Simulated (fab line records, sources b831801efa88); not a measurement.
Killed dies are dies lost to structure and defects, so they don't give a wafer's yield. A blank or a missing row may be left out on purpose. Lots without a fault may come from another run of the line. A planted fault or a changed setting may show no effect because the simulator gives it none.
Which tool did it? | flow sky130 | 6 lots, 18 wafers sampled, at 1 step of a route of 708

WHAT THE GAUGES READ, wafer by wafer
SKY_VIA1_CD_MEAS_12: target cd 150 nm.
lot  | measured     | on        | cd_nm (nm)
L789 | day 35 06:11 | cd_sem-02 | 150.4 150.3 150.6
L791 | day 35 16:52 | cd_sem-02 | 148.1 150.9 148.6
L795 | day 36 22:04 | cd_sem-01 | 150.0 148.8 150.1
L798 | day 37 10:03 | cd_sem-01 | 148.6 147.5 150.3
L800 | day 38 07:37 | cd_sem-02 | 149.0 150.5 151.1
L803 | day 39 18:00 | cd_sem-01 | 150.1 149.5 151.7

WHICH TOOL RAN EACH LOT (tool, then ch and the chambers of the sampled wafers, then the start)
The record holds no process step before these readings.

THE ANSWER, worked out from the rows above alone
Rule: what is usual is taken from the lots themselves. Put in order of their means at a reading, lots are off if they are a third of the lots or fewer, leave a main group of 4 or more, and stand apart from it by a gap of 3 or more times the standard deviation of the main group's means; of several such gaps the widest counts. A main group whose means are all the same, to the digits that the tables above print for the reading, isn't used. A lot without any number at a reading at which 4 lots or more have one is off too. The other lots that the step has rows for count as sound.
No lot is off at any reading shown: from this, nothing can be told.

WHAT THE SIMULATOR HAD PUT IN
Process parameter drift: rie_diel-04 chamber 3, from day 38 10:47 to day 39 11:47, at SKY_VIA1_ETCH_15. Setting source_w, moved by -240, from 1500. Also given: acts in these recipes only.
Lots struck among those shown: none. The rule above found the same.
